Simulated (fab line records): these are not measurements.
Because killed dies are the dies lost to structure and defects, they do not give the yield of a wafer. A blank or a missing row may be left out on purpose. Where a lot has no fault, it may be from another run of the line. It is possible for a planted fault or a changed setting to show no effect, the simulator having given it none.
A lot that was struck, set against a sound lot / flow sky130 / 15 out of 708 route steps
Sound: wafers L769.1, L769.2, L769.6. Struck: wafer L777.4. The cause is given at the end.
For every step that has rows: the tool of each side, followed by ch and its chambers, followed by its first start. Under that, the readings that differ: sound wafers / struck wafers / difference of the means / sigmas: that difference in standard deviations of wafers without a fault.
alike: words and numbers the same on both sides, and readings whose means are apart by under 2 such deviations; not compared: readings that were withheld, readings missing a value for some wafer, numbers with overlapping values and no deviation given by the record, and bounds like >300 which may hide the same value.
Wherever a step has rows on one side only, a row that says differs or no value, or a row with sigmas, the two part there. Numbers that have no deviation but don't overlap get no sigmas and don't part them. Lack of a reading on every wafer of one side parts them only where that side has two or more wafers.

SKY_SPACER_ETCHBACK_02: etches Si3N4 in CH3F/O2, stops on SiO2, time 46.7 s, target depth 45 nm.
  sound on rie-diel-01 ch 2,3, day 25 13:54; struck on rie-diel-02 ch 1, day 27 18:26
reading=drypump-motor-current-A (A); sound=5.6 5.5 5.5; struck=6.4; difference=+0.9; sigmas=+2
reading=throttle-valve-pct (%); sound=10.550 10.565 10.566; struck=10.539; difference=-0.021; sigmas=-2
  alike: bias-w, oes-product-au
  not compared: rf-hours-counter-h
then, 8 steps without rows for these wafers: SKY_POLY_CUT_DEHYDRATE_00 (time 60 s); SKY_POLY_CUT_HMDS_01 (prime time 60 s); SKY_POLY_CUT_COAT_02 (resist thk 60 nm); SKY_POLY_CUT_COAT_03 (resist thk 450 nm); SKY_POLY_CUT_SOFTBAKE_04 (time 90 s); SKY_POLY_CUT_EXPOSE_05 (exposes mask NPCM, target cd 270 nm); SKY_POLY_CUT_PEB_06; SKY_POLY_CUT_DEVELOP_07 (develop time 60 s).
SKY_POLY_CUT_CD_MEAS_08 targets a cd of 270 nm.
  sound on cd-sem-01 at day 26 18:54; struck on cd-sem-02 at day 28 23:07
  alike: cd-nm
SKY_POLY_CUT_OVL_MEAS_09:
  sound on overlay-01 at day 26 19:01; struck on overlay-02 at day 28 23:11
  alike: POLY_CUT_OVL
SKY_POLY_CUT_ETCH_10: etches BARC in N2/H2, stops on SiO2, time 45.9 s, target depth 60 nm.
  sound on rie-diel-01 ch 1,2,3, day 26 19:03; struck on rie-diel-01 ch 3, day 28 23:12
  alike: bias-w, drypump-motor-current-A, oes-product-au, throttle-valve-pct
  not compared: rf-hours-counter-h
SKY_POLY_CUT_ETCH_11: etches Si3N4 in CF4/CH2F2/Ar, stops on poly-Si, time 42.5 s, target depth 60 nm.
  sound on rie-diel-01 ch 1,2,3, day 26 19:06; struck on rie-diel-01 ch 3, day 28 23:14
reading=oes-product-au (a.u.); sound=0.831 0.833 0.831; struck=0.817; difference=-0.015; sigmas=-2
reading=model.POLY_CUT.feature-depth-nm (nm); sound=62.33 62.01 61.92; struck=60.74; difference=-1.35; sigmas=
reading=model.etch.depth-nm (nm); sound=62.33 62.01 61.92; struck=60.74; difference=-1.35; sigmas=
  alike: bias-w, drypump-motor-current-A, throttle-valve-pct
  not compared: rf-hours-counter-h
SKY_POLY_CUT_STRIP_12: strips in O2/N2.
  sound on plasma-asher-03 ch 0,1, day 26 19:08; struck on plasma-asher-03 ch 0, day 28 23:19
reading=strip-time-to-endpoint-s (s); sound=5.332 5.330 5.360; struck=5.377; difference=+0.036; sigmas=+3
  alike: drypump-motor-current-A, oes-product-au
  not compared: rf-hours-counter-h
-- here the record skips 20 days between the struck wafers' starts before and after, leaving off in module POLY_CUT and picking up in module PAD_OPEN (first step shown: number 708 of the route) --
SKY_PAD_OPEN_PROBE_99:
  sound on prober-01 at day 47 14:56; struck on prober-02 at day 49 01:19
reading=killed-at-front-end; sound=6 20 12; struck=339; difference=+326; sigmas=+73
reading=killed-dies; sound=75 102 86; struck=405; difference=+317; sigmas=+32
reading=killed-on-rim; sound=10 21 14; struck=73; difference=+58; sigmas=+15
  alike: killed_at_M0_to_M3, killed_at_M4_up, killed-at-contacts, killed-at-other, killed-open, killed-short

## WHERE THEY PART
Earliest at SKY_SPACER_ETCHBACK_02; latest, in this record, at SKY_PAD_OPEN_PROBE_99.

WHY: what the simulator had put in
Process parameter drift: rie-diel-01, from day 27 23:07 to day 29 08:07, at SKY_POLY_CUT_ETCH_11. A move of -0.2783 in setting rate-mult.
